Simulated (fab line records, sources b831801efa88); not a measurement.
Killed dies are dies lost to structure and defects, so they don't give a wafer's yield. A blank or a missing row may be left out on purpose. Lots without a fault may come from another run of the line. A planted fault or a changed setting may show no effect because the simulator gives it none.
Chamber matching | flow sky130 | SKY_CONTACT_CVD_00 on pecvd-03: 3 sister chambers
The step deposits Si3N4, target thk 75 nm. 3 wafers are shown with their chamber, then 7 later ones without.

WAFERS WITH THEIR CHAMBER
wafer  | chamber | heater_power_w (W)
L080.3 | 0       | 767
L091.1 | 2       | 663
L091.3 | 1       | 690

WAFERS WITHOUT THEIR CHAMBER
wafer  | heater_power_w (W)
L091.6 | 669
L092.1 | 596
L092.3 | 707
L092.5 | 603
L095.2 | 751
L095.3 | 633
L095.4 | 761

WHICH CHAMBER EACH WENT THROUGH
wafer  | from the rows above          | in truth
L091.6 | can't be placed: 2 or 1      | 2
L092.1 | can't be placed: 2 or 1      | 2
L092.3 | can't be placed: 1 or 2 or 0 | 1
L092.5 | can't be placed: 2 or 1      | 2
L095.2 | can't be placed: 0 or 1 or 2 | 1
L095.3 | can't be placed: 2 or 1      | 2
L095.4 | can't be placed: 0 or 1      | 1
Placed correctly: 0 of 7. Can't be placed from these rows: 7 (the true chamber is among the candidates in 7). Placed wrongly: 0.
How it was worked out, from the rows above alone: a wafer's distance from a chamber is the root of the sum, over the readings, of the square of ((its reading less the chamber's mean) divided by the reading's scatter). The wafer belongs to the nearest chamber; if the next one is less than 2 further off, it can't be placed. A chamber's mean is the mean of its shown wafers. The scatter: with one shown wafer a chamber, the root of the mean of the squares of how far each hidden wafer lies from its nearest shown one.
